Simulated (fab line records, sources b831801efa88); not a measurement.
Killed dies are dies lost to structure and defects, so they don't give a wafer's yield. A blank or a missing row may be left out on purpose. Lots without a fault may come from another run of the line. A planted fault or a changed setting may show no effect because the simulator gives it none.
fab line records | flow sky130
record lots=12 wafers=34 last_day=49
route steps=708 shown FIELD_ISO@16 SONOS_ONO@173 LI_CONTACT@383 PAD_OPEN@708
lots that met no fault: from a run of the same line without faults
start_h: hours from the record's first day to the start of the lot's first wafer shown | wait_h: hours since the lot's step before | " the same as in the row above | L1.1+2: a row that stands for several wafers | - no value, or no start given | * or withheld: withheld | < > ~ a bound
route shown NAME@n: a module of which the file shows steps, and the number in the route of the first | usual: mean/standard deviation of fault-free wafers | same: alike in all rows | chamber/n: place in a boat | sites: the reading at each site | _std_site: their standard deviation | _edge_site: outer sites' mean less inner sites' | radius_mm: how far each site lies from the wafer's centre | mask NAME#n: copy n | behind: the tool/chamber that last shaped the wafer | hold: why the lot was held/for how many hours/how that ended | device: the transistor (n, p or np) that didn't switch | end of line: the same wafers' tests at the end of the route | a step without rows: its recipe alone | killed: dies lost to structure and defects at the first sort, not the wafer's yield | map: a wafer's dies, x killed, . not, _ none there
set.NAME: the setting as run; set.NAME@STEP: as run at that earlier step | model.NAME: the simulator's own value behind a step, which no gauge read
steps of the route over a sample of lots; a table a step, a row a wafer
services: from which hour (start_h, from the record's first day; less than 0 if before it) a tool's chamber was out of use, for how many hours, and why
## steps
# step SKY_FIELD_ISO_ETCH_15
# recipe chemistry=CHF3/O2 target_depth_nm=180 stop_on=Si source_w=600 bias_w=200 pressure_mtorr=40 chf3_flow_sccm=50 O2_flow_sccm=5 time_s=72
# usual drypump_motor_current_A=5.7/0.44 oes_product_au=0.944/0.0058 throttle_valve_pct=8.843/0.009
# same time_s=72
# columns lot.wafer tool chamber start_h wait_h drypump_motor_current_A oes_product_au rf_hours_counter_h throttle_valve_pct
L143.1 rie_diel-01 3 33.98 0.0 5.5 0.944 30 8.833
L143.2 " 1 " " 5.8 0.940 21 8.843
L143.5 " 2 " " 5.5 0.943 - 8.854
L144.2 rie_diel-01 2 40.74 0.0 5.5 0.949 83 8.855
L144.4 " 0 " " 5.2 0.943 1 8.834
L144.5 " 3 " " 5.5 0.950 - 8.842
L145.2 rie_diel-02 3 46.78 0.0 6.2 0.946 102 8.858
L145.3 " 2 " " 5.7 0.950 162 8.854
L145.5 " 2 " " 5.7 0.940 - 8.857
L147.4 rie_diel-02 3 66.18 0.0 6.2 0.951 102 8.840
L147.5 " 1 " " 5.3 0.953 - 8.857
L147.6 " 0 " " 5.4 0.947 - 8.828
L149.2 rie_diel-02 3 71.44 0.0 6.2 0.944 102 8.849
L149.4 " 1 " " 5.3 0.945 6 8.841
L149.5 " 0 " " 5.4 0.941 - 8.834
L150.2 rie_diel-03 2 71.56 0.0 6.3 0.946 22 8.839
L150.3 " 3 " " 5.2 0.947 109 8.844
L150.6 " 1 " " 6.6 0.947 - 8.834
L152.1 rie_diel-01 2 80.08 0.0 5.5 0.948 84 8.849
L152.4 " 3 " " 5.5 0.948 31 8.845
L152.5 " 0 " " 5.2 0.950 - 8.845
L153.2 rie_diel-03 0 84.49 0.0 6.2 0.950 125 8.841
L153.5 " 3 " " 5.2 0.940 - 8.841
L153.6 " 2 " " 6.3 0.938 - 8.841
L154.2 rie_diel-02 3 93.73 0.0 6.2 0.949 103 8.860
L154.3 " 1 " " 5.3 0.943 6 8.843
L154.5 " 0 " " 5.4 0.951 - 8.845
L156.4 rie_diel-01 1 101.87 0.0 5.8 0.941 23 8.840
L156.6 " 0 " " 5.2 0.952 - 8.863
L157.3 rie_diel-03 2 107.69 0.0 6.3 0.945 23 8.837
L157.4 " 0 " " 6.1 0.948 126 8.836
L157.5 " 2 " " 6.3 0.952 - 8.844
L158.4 rie_diel-02 3 111.80 0.0 6.1 0.950 - 8.848
L158.6 " 0 " " 5.4 0.952 - 8.845
# step SKY_FIELD_ISO_THK_MEAS_23
# recipe reads=SiO2_of_FIELD_ISO_OXIDATION_22
# usual FIELD_ISO_OXIDATION_01_THK=9.94/0.18
# columns lot.wafer tool chamber start_h wait_h FIELD_ISO_OXIDATION_01_THK[nm]
L143.1 film_metro-04 - 36.71 0.0 10.01
L143.2 " - " " 9.78
L143.5 " - " " 9.78
L144.2 film_metro-04 - 43.52 0.0 9.82
L144.4 " - " " 9.95
L144.5 " - " " 9.82
L145.2 film_metro-02 - 49.05 0.0 10.05
L145.3 " - " " 9.92
L145.5 " - " " 9.96
L147.4 film_metro-01 - 67.88 0.0 9.77
L147.5 " - " " 9.97
L147.6 " - " " 9.84
L149.2 film_metro-01 - 74.60 0.0 10.00
L149.4 " - " " 9.94
L149.5 " - " " 10.02
L150.2 film_metro-04 - 74.60 0.0 10.25
L150.3 " - " " 10.41
L150.6 " - " " 10.10
L152.1 film_metro-02 - 82.05 0.0 9.93
L152.4 " - " " 10.09
L152.5 " - " " 10.17
L153.2 film_metro-04 - 86.92 0.0 9.61
L153.5 " - " " 9.51
L153.6 " - " " 9.80
L154.2 film_metro-04 - 96.44 0.0 10.09
L154.3 " - " " 9.97
L154.5 " - " " 10.21
L156.4 film_metro-04 - 105.19 0.0 10.19
L156.6 " - " " 10.16
L157.3 film_metro-01 - 110.01 0.0 10.09
L157.4 " - " " 10.19
L157.5 " - " " 10.23
L158.4 film_metro-04 - 113.47 0.0 9.88
L158.6 " - " " 9.86
# step SKY_SONOS_ONO_THK_MEAS_05
# recipe reads=SiO2_of_SONOS_ONO_CVD_04
# usual SONOS_ONO_CVD_04_THK=5.77/0.1
# columns lot.wafer tool chamber start_h wait_h SONOS_ONO_CVD_04_THK[nm]
L143.1 film_metro-04 - 273.76 0.0 5.72
L143.2 " - " " 5.82
L143.5 " - " " 5.72
L144.2 film_metro-01 - 277.96 0.0 5.71
L144.4 " - " " 5.76
L144.5 " - " " 5.84
L145.2 film_metro-02 - 286.10 0.0 5.74
L145.3 " - " " 5.81
L145.5 " - " " 5.82
L147.4 film_metro-02 - 317.14 0.0 5.67
L147.5 " - " " 5.92
L147.6 " - " " 5.87
L150.2 film_metro-02 - 327.21 0.0 5.72
L150.3 " - " " 5.64
L150.6 " - " " 5.60
L149.2 film_metro-04 - 328.46 0.0 5.71
L149.4 " - " " 5.83
L149.5 " - " " 5.83
L152.1 film_metro-04 - 333.86 0.0 5.78
L152.4 " - " " 5.78
L152.5 " - " " 5.81
L153.2 film_metro-02 - 345.16 0.0 5.62
L153.5 " - " " 5.75
L153.6 " - " " 5.63
L154.2 film_metro-04 - 353.69 0.0 5.78
L154.3 " - " " 5.75
L154.5 " - " " 5.67
L156.4 film_metro-04 - 371.29 0.0 5.86
L156.6 " - " " 5.76
L157.3 film_metro-04 - 378.68 0.0 5.78
L157.4 " - " " 5.86
L157.5 " - " " 5.81
L158.4 film_metro-01 - 384.22 0.0 5.87
L158.6 " - " " 5.77
# step SKY_LI_CONTACT_CVD_21
# recipe material=W target_thk_nm=400 time_s=120.56 temp_c=400 pressure_torr=40
# usual chamber_pressure_Torr=40.01/0.089 heater_power_w=795/55 susceptor_temp_C=400.01/0.23
# columns lot.wafer tool chamber start_h wait_h chamber_pressure_Torr heater_power_w susceptor_temp_C
L143.1 cvd_w-02 0 695.54 0.0 39.99 865 400.04
L143.2 " 0 " " 40.05 825 400.15
L143.5 " 0 " " 39.91 856 400.01
L144.2 cvd_w-01 1 702.43 0.0 40.10 850 400.20
L144.4 " 1 " " 40.09 845 399.81
L144.5 " 1 " " 40.18 850 399.93
L145.2 cvd_w-01 1 709.06 0.0 40.05 847 399.77
L145.3 " 1 " " 39.90 845 399.80
L145.5 " 0 " " 40.20 726 400.31
L147.4 cvd_w-01 0 740.92 0.1 39.99 729 400.00
L147.5 " 1 " " 40.06 841 399.80
L147.6 " 0 " " 39.97 732 399.94
L150.2 cvd_w-01 0 751.27 0.0 40.02 719 399.32
L150.3 " 1 " " 39.96 850 400.06
L150.6 " 1 " " 40.08 844 399.76
L149.2 cvd_w-02 0 756.60 0.0 40.02 827 399.79
L149.4 " 0 " " 40.04 849 400.28
L149.5 " 0 " " 40.12 841 400.11
L152.1 cvd_w-02 1 758.53 0.0 39.94 737 399.60
L152.4 " 1 " " 40.03 735 399.44
L152.5 " 0 " " 39.90 873 399.94
L153.2 cvd_w-01 0 770.47 0.1 40.02 732 400.30
L153.5 " 1 " " 40.00 843 400.21
L153.6 " 0 " " 39.98 732 400.09
L154.2 cvd_w-02 0 779.73 0.0 40.09 852 400.06
L154.3 " 0 " " 40.13 848 400.18
L154.5 " 1 " " 40.03 739 400.17
L156.4 cvd_w-02 0 795.36 0.1 40.08 851 400.27
L156.6 " 1 " " 39.94 754 399.88
L157.3 cvd_w-02 0 801.62 0.1 40.04 850 400.01
L157.4 " 1 " " 40.19 749 400.18
L157.5 " 1 " " 40.21 741 400.07
L158.4 cvd_w-02 0 806.02 0.1 40.04 838 399.92
L158.6 " 0 " " 39.84 851 399.62
# step SKY_LI_CONTACT_RS_MEAS_22
# recipe thk_meas_gauge=four-point-probe reads=W_of_LI_CONTACT_CVD_21+TiN_of_LI_CONTACT_SPUTTER_20+Ti_of_LI_CONTACT_SPUTTER_19
# usual LI_CONTACT_W_RS=0.286/0.003
# columns lot.wafer tool chamber start_h wait_h LI_CONTACT_W_RS[ohm/sq]
L143.1 film_metro-03 - 695.79 0.2 0.284
L143.2 " - " " 0.285
L143.5 " - " " 0.284
L144.2 film_metro-02 - 702.58 0.1 0.286
L144.4 " - " " 0.284
L144.5 " - " " 0.285
L145.2 film_metro-02 - 709.20 0.1 0.288
L145.3 " - " " 0.284
L145.5 " - " " 0.287
L147.4 film_metro-02 - 741.06 0.1 0.281
L147.5 " - " " 0.277
L147.6 " - " " 0.279
L150.2 film_metro-03 - 751.42 0.1 0.289
L150.3 " - " " 0.289
L150.6 " - " " 0.286
L149.2 film_metro-03 - 756.74 0.1 0.288
L149.4 " - " " 0.290
L149.5 " - " " 0.287
L152.1 film_metro-03 - 758.66 0.1 0.287
L152.4 " - " " 0.287
L152.5 " - " " 0.286
L153.2 film_metro-01 - 770.62 0.1 0.283
L153.5 " - " " 0.282
L153.6 " - " " 0.281
L154.2 film_metro-01 - 779.88 0.1 0.286
L154.3 " - " " 0.291
L154.5 " - " " 0.286
L156.4 film_metro-01 - 795.50 0.1 0.269
L156.6 " - " " 0.284
L157.3 film_metro-01 - 801.75 0.1 0.289
L157.4 " - " " 0.268
L157.5 " - " " 0.268
L158.4 film_metro-01 - 806.17 0.1 0.266
L158.6 " - " " 0.285
# step SKY_LI_CONTACT_THK_MEAS_23
# recipe thk_meas_gauge=xrf reads=W_of_LI_CONTACT_CVD_21
# usual LI_CONTACT_W_THK=401/7.6
# columns lot.wafer tool chamber start_h wait_h LI_CONTACT_W_THK[nm]
L143.1 film_metro-03 - 695.91 0.1 393
L143.2 " - " " 391
L143.5 " - " " 394
L144.2 film_metro-02 - 702.69 0.1 405
L144.4 " - " " 409
L144.5 " - " " 406
L145.2 film_metro-02 - 709.31 0.1 401
L145.3 " - " " 409
L145.5 " - " " 403
L147.4 film_metro-02 - 741.15 0.1 406
L147.5 " - " " 415
L147.6 " - " " 411
L150.2 film_metro-03 - 751.53 0.1 393
L150.3 " - " " 392
L150.6 " - " " 399
L149.2 film_metro-03 - 756.85 0.1 392
L149.4 " - " " 393
L149.5 " - " " 397
L152.1 film_metro-03 - 758.78 0.1 394
L152.4 " - " " 398
L152.5 " - " " 399
L153.2 film_metro-01 - 770.73 0.1 415
L153.5 " - " " 417
L153.6 " - " " 420
L154.2 film_metro-01 - 779.99 0.1 411
L154.3 " - " " 403
L154.5 " - " " 410
L156.4 film_metro-01 - 795.59 0.1 430
L156.6 " - " " 410
L157.3 film_metro-01 - 801.85 0.1 401
L157.4 " - " " 434
L157.5 " - " " 434
L158.4 film_metro-01 - 806.26 0.1 433
L158.6 " - " " 408
# step SKY_PAD_OPEN_PROBE_99
# usual killed_at_M0_to_M3=43/6.6 killed_at_M4_up=2.9/1.6 killed_at_contacts=24/4.9 killed_at_front_end=15/4.5 killed_at_other=0.2/0.45 killed_dies=86/8.8 killed_on_rim=16/4.2 killed_open=48/6.4 killed_short=38/5.6
# same gross_dies=492 killed_at_back_side=0
# columns lot.wafer tool chamber start_h wait_h killed_at_M0_to_M3 killed_at_M4_up killed_at_contacts killed_at_front_end killed_at_other killed_dies killed_on_rim killed_open killed_short
L147.5 prober-01 - 1126.44 0.2 49 3 31 20 0 103 15 62 41
L147.6 prober-01 - 1126.49 0.2 45 2 26 18 0 91 15 52 39
# killed by level:class
L147.5 VIA2:geometric_particle:open=13 CONTACT:geometric_particle:open=11 LI_CONTACT:geometric_particle:open=10 VIA1:geometric_particle:open=8 VIA3:geometric_particle:open=6 METAL2:geometric_particle:short=5 VIA2:geometric_particle:short=5 LOCAL_INTERCONNECT:geometric_particle:short=4
L147.6 CONTACT:geometric_particle:open=11 VIA1:geometric_particle:open=11 VIA1:geometric_particle:short=7 POLY_GATE:geometric_particle:short=6 LI_CONTACT:geometric_particle:open=6 VIA2:geometric_particle:open=6 LOCAL_INTERCONNECT:geometric_particle:short=5 POLY_GATE:geometric_particle:open=5
## services
# columns tool chamber start_h hours kind
cvd_w-02 - 26.08 2.4 repair
rie_diel-02 - 29.43 15.6 pm
rie_diel-02 - 86.68 2.8 pm
cvd_w-02 0 124.59 11.7 repair
cvd_w-01 0 174.33 11.4 repair
cvd_w-02 - 178.02 0.6 repair
cvd_w-02 - 199.09 0.6 repair
cvd_w-02 0 316.19 2.9 repair
cvd_w-01 - 339.78 2.8 pm
cvd_w-01 - 358.54 1.0 repair
cvd_w-01 - 390.00 14.0 pm
cvd_w-02 - 392.24 0.7 repair
cvd_w-01 0 453.28 6.1 repair
cvd_w-02 0 514.56 17.4 repair
cvd_w-02 0 550.63 1.7 repair
cvd_w-02 0 558.02 12.5 repair
cvd_w-01 0 640.20 8.5 repair
cvd_w-02 1 677.59 18.6 repair
cvd_w-02 - 696.38 6.9 pm
cvd_w-01 1 751.73 3.9 repair
cvd_w-01 - 755.25 6.0 pm
cvd_w-02 - 766.66 0.8 repair
cvd_w-02 - 768.70 2.8 pm
cvd_w-02 - 780.79 1.3 repair
## key
first_sign step=SKY_LI_CONTACT_RS_MEAS_22 reading=LI_CONTACT_W_RS direction=down sigmas=6 usual=0.286 struck=0.268
effect step=SKY_LI_CONTACT_THK_MEAS_23 reading=LI_CONTACT_W_THK direction=up sigmas=4.2 usual=401 struck=433
met_at SKY_LI_CONTACT_CVD_21
struck_lots L156,L157,L158
struck_wafers L156.4,L157.4,L157.5,L158.4
tester_left_out L156,L157,L158
not_acting_at SKY_FIELD_ISO_ETCH_15,SKY_FIELD_ISO_THK_MEAS_23,SKY_SONOS_ONO_THK_MEAS_05
onset_between 779.73 795.36
fault kind=process_parameter_drift tool=cvd_w-02 chamber=- onset_h=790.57 steps=SKY_LI_CONTACT_CVD_21 channel=target_thk_nm offset=30.936 shape=step end_h=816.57 scope=struck_wafers_only acts_in=these_recipes_only stated=400
# tester_left_out: of these lots the tester's yield and bins aren't shown, on N5 and GAA mostly nor the transistor test; their killed dies are dies lost to structure and defects alone, not to doping, threshold or leakage, so they don't give the yield
